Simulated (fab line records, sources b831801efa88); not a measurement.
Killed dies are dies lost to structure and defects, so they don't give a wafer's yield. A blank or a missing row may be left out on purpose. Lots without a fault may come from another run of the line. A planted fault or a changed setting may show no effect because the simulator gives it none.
fab line records | flow sky130
record lots=11 wafers=33 last_day=50
route steps=708 shown LDD_HVP@287 POLY_CUT@317 LI_CONTACT@386 CONTACT@410 PAD_OPEN@708
lots that met no fault: from a run of the same line without faults
start_h: hours from the record's first day to the start of the lot's first wafer shown | wait_h: hours since the lot's step before | " the same as in the row above | L1.1+2: a row that stands for several wafers | - no value, or no start given | * or withheld: withheld | < > ~ a bound
route shown NAME@n: a module of which the file shows steps, and the number in the route of the first | usual: mean/standard deviation of fault-free wafers | same: alike in all rows | chamber/n: place in a boat | sites: the reading at each site | _std_site: their standard deviation | _edge_site: outer sites' mean less inner sites' | radius_mm: how far each site lies from the wafer's centre | mask NAME#n: copy n | behind: the tool/chamber that last shaped the wafer | hold: why the lot was held/for how many hours/how that ended | device: the transistor (n, p or np) that didn't switch | end of line: the same wafers' tests at the end of the route | a step without rows: its recipe alone | killed: dies lost to structure and defects at the first sort, not the wafer's yield | map: a wafer's dies, x killed, . not, _ none there
set.NAME: the setting as run; set.NAME@STEP: as run at that earlier step | model.NAME: the simulator's own value behind a step, which no gauge read
steps of the route over a sample of lots; a table a step, a row a wafer
services: from which hour (start_h, from the record's first day; less than 0 if before it) a tool's chamber was out of use, for how many hours, and why
## steps
# step SKY_LDD_HVP_STRIP_09
# recipe chemistry=O2/N2 power_w=1400 pressure_mtorr=1500 platen_temp_c=withheld o2_flow_sccm=3000 n2_flow_sccm=300 overash_fraction=0.5
# usual drypump_motor_current_A=5.7/0.53 o2_flow_sccm=2999/8.9 oes_product_au=0.409/0.0042 strip_time_to_endpoint_s=4.142/0.011
# columns lot.wafer tool chamber start_h wait_h drypump_motor_current_A o2_flow_sccm oes_product_au rf_hours_counter_h strip_time_to_endpoint_s
L252.3 plasma_asher-01 1 557.61 0.1 4.9 3001 0.402 - 4.153
L252.4 " 0 " " 6.5 2991 0.408 - 4.146
L252.5 " 0 " " 6.5 2995 0.409 - 4.137
L254.2 plasma_asher-04 0 572.33 0.1 5.3 3004 0.413 88 4.140
L254.5 " 0 " " 5.3 3001 0.412 - 4.136
L254.6 " 1 " " 5.5 2979 0.407 - 4.136
L260.2 plasma_asher-02 1 628.28 0.1 6.2 2995 0.409 82 4.152
L260.4 " 1 " " 6.2 3002 0.402 - 4.133
L260.6 " 0 " " 5.9 2999 0.415 - 4.150
L261.3 plasma_asher-04 1 631.23 0.1 5.4 2998 0.405 - 4.118
L261.4 " 0 " " 5.3 2998 0.409 - 4.136
L261.6 " 0 " " 5.3 2991 0.404 - 4.151
L262.4 plasma_asher-01 1 641.11 0.1 4.9 3012 0.410 - 4.116
L262.5 " 1 " " 5.0 2998 0.421 - 4.142
L262.6 " 0 " " 6.6 2997 0.407 - 4.140
L263.2 plasma_asher-02 0 657.53 0.1 5.9 2994 0.405 85 4.137
L263.4 " 0 " " 5.9 2999 0.411 - 4.152
L263.5 " 0 " " 5.9 3003 0.409 - 4.125
L264.2 plasma_asher-02 0 660.53 0.1 5.9 3002 0.410 85 4.140
L264.3 " 1 " " 6.2 3000 0.407 - 4.151
L264.6 " 0 " " 5.9 3020 0.410 - 4.126
L265.2 plasma_asher-02 0 668.28 0.1 5.9 2989 0.406 86 4.133
L265.3 " 0 " " 5.9 3005 0.411 - 4.149
L265.5 " 0 " " 5.9 3022 0.411 - 4.109
L266.1 plasma_asher-04 1 676.35 0.1 5.5 2998 0.417 98 4.155
L266.3 " 1 " " 5.5 2992 0.407 - 4.143
L266.5 " 0 " " 5.3 2987 0.412 - 4.154
L267.2 plasma_asher-02 1 686.93 0.1 6.2 2995 0.399 88 4.163
L267.3 " 0 " " 5.9 3001 0.402 - 4.137
L267.5 " 0 " " 5.9 3005 0.409 - 4.151
L268.2 plasma_asher-01 1 691.60 0.1 4.9 2980 0.412 55 4.130
L268.4 " 0 " " 6.5 2994 0.412 - 4.139
L268.5 " 1 " " 5.0 2988 0.404 - 4.145
# step SKY_POLY_CUT_ETCH_10
# recipe chemistry=N2/H2 target=BARC ion_energy_ev=200 source_w=500 bias_w=100 pressure_mtorr=30 n2_flow_sccm=100 h2_flow_sccm=200 stop_on=SiO2 time_s=45.9 target_depth_a=600
# usual drypump_motor_current_A=6.0/0.42 oes_product_au=0.855/0.0049 throttle_valve_pct=13.224/0.0084
# columns lot.wafer tool chamber start_h wait_h drypump_motor_current_A oes_product_au rf_hours_counter_h throttle_valve_pct
L252.3 rie_diel-02 2 619.40 0.0 5.9 0.849 2 13.219
L252.4 " 0 " " 5.7 0.858 28 13.224
L252.5 " 3 " " 5.2 0.856 - 13.216
L254.2 rie_diel-01 1 632.17 0.0 6.4 0.856 51 13.224
L254.5 " 3 " " 6.6 0.869 - 13.226
L254.6 " 2 " " 6.2 0.855 - 13.237
L260.2 rie_diel-02 0 686.85 0.0 5.7 0.862 29 13.215
L260.4 " 2 " " 5.9 0.859 4 13.226
L260.6 " 3 " " 5.2 0.858 - 13.214
L261.3 rie_diel-02 1 690.47 0.0 6.2 0.857 26 13.215
L261.4 " 0 " " 5.7 0.855 30 13.239
L261.6 " 1 " " 6.2 0.857 - 13.221
L262.4 rie_diel-01 3 698.64 0.0 6.7 0.858 - 13.218
L262.5 " 0 " " 6.1 0.861 - 13.217
L262.6 " 2 " " 6.2 0.848 - 13.224
L263.2 rie_diel-02 3 715.30 0.0 5.2 0.848 38 13.228
L263.4 " 2 " " 5.9 0.851 4 13.241
L263.5 " 3 " " 5.2 0.855 - 13.228
L264.2 rie_diel-02 2 719.30 0.0 5.9 0.853 4 13.233
L264.3 " 1 " " 6.2 0.851 27 13.227
L264.6 " 2 " " 5.9 0.853 - 13.230
L265.2 rie_diel-02 3 725.12 0.0 5.2 0.860 39 13.226
L265.3 " 2 " " 5.9 0.856 5 13.222
L265.5 " 1 " " 6.2 0.857 - 13.206
L266.1 rie_diel-02 1 734.07 0.0 6.2 0.855 27 13.224
L266.3 " 2 " " 5.9 0.848 5 13.213
L266.5 " 1 " " 6.2 0.854 - 13.210
L267.2 rie_diel-02 0 744.02 0.0 5.7 0.852 31 13.234
L267.3 " 3 " " 5.2 0.854 40 13.228
L267.5 " 0 " " 5.7 0.861 - 13.215
L268.2 rie_diel-04 2 747.65 0.0 5.2 0.856 3 13.224
L268.4 " 0 " " 6.0 0.852 2 13.220
L268.5 " 3 " " 6.3 0.861 - 13.225
# step SKY_LI_CONTACT_CMP_24
# recipe stop_on=PSG t_overpolish_s=20 down_force_psi=3.5 platen_rpm=60 target_thk_nm=0 pad_velocity_m_s=0.94248
# usual edge_zone_pressure_frac=1.000/0.0052 motor_current_A=10.5/1.3 overpolish_run_s=19.999/0.0097 time_to_endpoint_s=97/3.2
# columns lot.wafer tool chamber start_h wait_h edge_zone_pressure_frac motor_current_A overpolish_run_s time_to_endpoint_s
L252.3 cmp-01 0 733.74 0.1 0.994 8.6 19.997 103
L252.4 " 1 " " 0.998 11.7 19.994 100
L252.5 " 3 " " 1.008 10.0 20.018 98
L254.2 cmp-02 1 746.33 0.5 1.004 9.9 20.000 96
L254.6 " 2 " " 0.995 10.4 19.992 95
L254.5 " 3 " " 1.004 11.6 20.009 93
L260.2 cmp-02 2 797.98 0.1 1.007 10.2 19.995 100
L260.4 " 3 " " 1.000 11.6 19.998 105
L260.6 " 1 " " 0.997 10.7 20.014 100
L261.4 cmp-01 3 799.45 0.0 0.999 9.8 19.974 99
L261.3 " 2 " " 1.006 9.7 19.987 95
L261.6 " 0 " " 0.999 8.9 19.990 101
L262.4 cmp-01 2 810.27 0.2 1.010 10.0 20.001 92
L262.5 " 3 " " 1.007 9.8 20.000 95
L262.6 " 0 " " 0.996 8.5 20.002 102
L263.2 cmp-01 3 825.49 0.1 1.004 9.8 19.991 97
L263.4 " 0 " " 1.001 8.8 19.989 102
L263.5 " 2 " " 0.989 10.2 19.995 97
L264.3 cmp-02 1 827.47 0.1 1.005 10.1 19.996 91
L264.2 " 2 " " 1.007 11.3 20.003 97
L264.6 " 0 " " 1.001 13.6 20.009 96
L265.3 cmp-01 1 835.18 0.1 0.996 12.0 20.003 98
L265.2 " 3 " " 0.990 9.5 20.011 100
L265.5 " 1 " " 1.001 11.8 19.995 102
L266.1 cmp-02 1 843.43 0.1 1.010 10.4 20.006 98
L266.3 " 0 " " 0.996 13.0 20.003 96
L266.5 " 1 " " 1.005 10.3 19.996 96
L267.3 cmp-01 3 852.09 0.1 1.001 10.1 19.999 98
L267.2 " 0 " " 0.991 8.6 20.008 102
L267.5 " 1 " " 0.995 11.5 20.007 96
L268.2 cmp-01 2 856.34 0.1 1.009 10.1 19.991 97
L268.4 " 3 " " 0.994 10.2 19.989 93
L268.5 " 1 " " 1.002 11.7 19.997 96
# step SKY_CONTACT_CMP_04
# recipe material=SiO2 down_force_psi=4 platen_rpm=60 pad_velocity_m_s=0.94248
# usual edge_zone_pressure_frac=1.000/0.0049 motor_current_A=11.7/1.5 time_to_endpoint_s=82/4
# columns lot.wafer tool chamber start_h wait_h edge_zone_pressure_frac motor_current_A time_to_endpoint_s
L252.3 cmp-02 2 762.73 0.3 1.003 11.8 101
L252.4 " 3 " " 0.998 12.5 80
L252.5 " 1 " " 0.997 11.2 78
L254.2 cmp-02 2 773.88 0.2 0.985 11.9 100
L254.5 " 1 " " 1.001 11.8 80
L254.6 " 2 " " 0.994 11.8 81
L260.2 cmp-01 1 826.25 0.1 0.994 13.0 79
L260.4 " 3 " " 0.994 10.7 77
L260.6 " 0 " " 0.995 9.8 82
L261.3 cmp-01 1 827.92 0.1 0.989 12.5 92
L261.4 " 3 " " 1.003 11.2 87
L261.6 " 1 " " 0.995 13.0 90
L262.4 cmp-02 3 838.08 0.2 0.999 11.8 82
L262.6 " 0 " " 1.000 14.7 86
L262.5 " 1 " " 0.996 12.2 83
L263.2 cmp-01 0 853.52 0.1 0.997 9.5 85
L263.4 " 2 " " 0.997 11.6 82
L263.5 " 0 " " 1.010 9.2 84
L264.2 cmp-02 0 855.72 0.1 1.011 14.7 78
L264.3 " 2 " " 0.997 11.3 78
L264.6 " 3 " " 1.003 13.0 80
L265.2 cmp-01 0 862.48 0.0 1.007 9.5 87
L265.3 " 1 " " 0.999 13.6 83
L265.5 " 1 " " 0.999 12.8 88
L266.1 cmp-01 3 869.81 0.1 1.005 11.1 83
L266.3 " 0 " " 0.996 9.2 88
L266.5 " 3 " " 1.001 11.5 87
L267.3 cmp-02 2 879.05 0.1 0.996 12.1 80
L267.2 " 3 " " 1.003 11.9 85
L267.5 " 1 " " 0.999 11.0 87
L268.2 cmp-01 2 883.43 0.1 1.000 11.3 85
L268.4 " 3 " " 0.993 10.7 83
L268.5 " 1 " " 1.004 12.7 85
# step SKY_CONTACT_ETCH_17
# recipe target=SiO2 chemistry=C4F8/O2/Ar stop_on=Si3N4 mask_material=KrF-thick source_w=1500 bias_w=1200 pressure_mtorr=40 c4f8_flow_sccm=withheld O2_flow_sccm=6 Ar_flow_sccm=300 time_s=withheld target_depth_a=3400
# usual oes_product_au=0.892/0.0046
# columns lot.wafer tool chamber start_h wait_h oes_product_au
L252.3 rie_diel-04 2 789.44 0.0 0.997
L252.4 " 1 " " 0.888
L252.5 " 1 " " 0.891
L254.2 rie_diel-04 3 800.45 0.0 1.001
L254.5 " 2 " " 0.886
L254.6 " 3 " " 0.889
L260.2 rie_diel-04 1 852.69 0.0 0.890
L260.4 " 2 " " 0.903
L260.6 " 0 " " 0.891
L261.3 rie_diel-03 0 854.94 0.0 0.898
L261.4 " 1 " " 0.892
L261.6 " 2 " " 0.885
L262.4 rie_diel-02 2 864.61 0.0 0.887
L262.5 " 3 " " 0.893
L262.6 " 0 " " 0.885
L263.2 rie_diel-04 2 879.70 0.0 0.895
L263.4 " 2 " " 0.892
L263.5 " 3 " " 0.889
L264.2 rie_diel-03 0 881.06 0.0 0.892
L264.3 " 1 " " 0.893
L264.6 " 3 " " 0.887
L265.2 rie_diel-02 0 888.52 0.0 0.896
L265.3 " 3 " " 0.895
L265.5 " 1 " " 0.891
L266.1 rie_diel-04 0 895.66 0.0 0.889
L266.3 " 2 " " 0.895
L266.5 " 3 " " 0.885
L267.2 rie_diel-04 2 905.49 0.0 0.896
L267.3 " 1 " " 0.888
L267.5 " 3 " " 0.891
L268.2 rie_diel-02 0 909.46 0.0 0.892
L268.4 " 3 " " 0.895
L268.5 " 3 " " 0.891
# step SKY_PAD_OPEN_PROBE_99
# usual killed_at_M0_to_M3=45/7.3 killed_at_M4_up=3.1/1.7 killed_at_contacts=25/5.1 killed_at_front_end=15/4.5 killed_at_other=0.3/0.56 killed_dies=88/9.4 killed_open=47/6.6 killed_short=40/6.9
# same gross_dies=492 killed_at_back_side=0
# columns lot.wafer tool chamber start_h wait_h killed_at_M0_to_M3 killed_at_M4_up killed_at_contacts killed_at_front_end killed_at_other killed_dies killed_open killed_short
L252.3 prober-01 - 1116.96 0.2 40 4 165 13 0 222 39 42
L252.4 prober-01 - 1117.01 0.2 40 6 27 11 0 84 44 40
L252.5 prober-01 - 1117.06 0.2 32 2 36 12 1 83 53 29
L254.2 prober-02 - 1124.76 0.1 35 3 95 23 0 156 40 46
L254.5 prober-02 - 1124.91 0.2 47 4 25 10 1 87 49 37
L254.6 prober-02 - 1124.96 0.2 50 0 38 11 1 100 60 39
# killed by level:class
L252.3 CONTACT:area_cmp=141 VIA1:geometric_particle:open=10 CONTACT:geometric_particle:open=8 METAL1:geometric_particle:short=8 CONTACT:geometric_particle:short=7 VIA3:geometric_particle:open=7 SPACER:geometric_particle:short=4 LOCAL_INTERCONNECT:geometric_particle:short=4
L252.4 VIA1:geometric_particle:open=13 CONTACT:geometric_particle:open=9 LI_CONTACT:geometric_particle:open=8 POLY_GATE:geometric_particle:short=5 VIA3:geometric_particle:open=5 METAL4:geometric_particle:short=5 METAL1:geometric_particle:short=4 LOCAL_INTERCONNECT:geometric_particle:short=4
L252.5 LI_CONTACT:geometric_particle:open=15 CONTACT:geometric_particle:open=14 VIA3:geometric_particle:open=9 VIA1:geometric_particle:open=6 POLY_GATE:geometric_particle:open=5 POLY_GATE:geometric_particle:short=4 VIA3:geometric_particle:short=4 METAL2:geometric_particle:short=4
L254.2 CONTACT:area_cmp=70 FIELD_ISO:geometric_particle:open=8 CONTACT:geometric_particle:short=7 VIA3:geometric_particle:open=7 FIELD_ISO:geometric_particle:short=5 POLY_GATE:geometric_particle:short=5 LI_CONTACT:geometric_particle:open=5 LOCAL_INTERCONNECT:geometric_particle:short=5
L254.5 CONTACT:geometric_particle:open=12 VIA1:geometric_particle:open=10 VIA1:geometric_particle:short=8 LI_CONTACT:geometric_particle:open=7 VIA3:geometric_particle:open=6 VIA2:geometric_particle:open=5 METAL3:geometric_particle:short=4 VIA3:geometric_particle:short=4
L254.6 CONTACT:geometric_particle:open=19 VIA1:geometric_particle:open=14 METAL2:geometric_particle:short=7 VIA2:geometric_particle:open=7 LI_CONTACT:geometric_particle:open=5 CONTACT:geometric_particle:short=5 METAL1:geometric_particle:short=5 POLY_GATE:geometric_particle:open=4
## services
# columns tool chamber start_h hours kind
cmp-01 - 541.14 0.7 repair
cmp-01 - 548.98 4.6 repair
cmp-01 - 554.10 1.1 repair
cmp-01 - 572.28 4.0 pm
rie_diel-02 0 595.58 10.2 repair
cmp-02 - 597.94 1.5 repair
cmp-02 - 612.27 2.7 repair
cmp-02 - 623.76 2.2 repair
rie_diel-04 - 715.07 28.1 pm
cmp-02 - 735.89 0.9 repair
cmp-01 - 742.12 5.6 pm
cmp-02 - 754.13 4.0 pm
cmp-02 - 766.34 6.1 repair
cmp-02 - 775.04 4.1 repair
rie_diel-02 1 776.63 1.7 repair
rie_diel-02 2 777.34 4.0 repair
cmp-02 - 779.14 6.8 pm
rie_diel-02 - 794.17 4.3 pm
cmp-01 - 795.19 0.7 repair
cmp-01 - 795.73 1.3 repair
rie_diel-04 - 823.08 2.8 pm
rie_diel-04 0 828.52 2.5 repair
cmp-02 - 900.61 0.4 repair
cmp-02 - 905.78 0.4 repair
## key
first_sign step=SKY_CONTACT_CMP_04 reading=time_to_endpoint_s direction=up sigmas=4.5 usual=* struck=*
effect step=SKY_CONTACT_ETCH_17 reading=oes_product_au direction=up sigmas=23 usual=0.892 struck=0.999
effect step=SKY_PAD_OPEN_PROBE_99 reading=killed_at_contacts direction=up sigmas=21 usual=25 struck=130
more_kills_born_at SKY_CONTACT_CMP_04@cmp-02=211
met_at SKY_CONTACT_CMP_04
struck_lots L252,L254
struck_wafers L252.3,L254.2
tester_left_out L252,L254
not_acting_at SKY_LDD_HVP_STRIP_09,SKY_POLY_CUT_ETCH_10,SKY_LI_CONTACT_CMP_24
fault kind=process_parameter_drift tool=cmp-02 chamber=- onset_h=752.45 steps=SKY_CONTACT_CMP_04 channel=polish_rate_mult offset=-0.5 shape=step end_h=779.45 scope=struck_wafers_only
# tester_left_out: of these lots the tester's yield and bins aren't shown, on N5 and GAA mostly nor the transistor test; their killed dies are dies lost to structure and defects alone, not to doping, threshold or leakage, so they don't give the yield
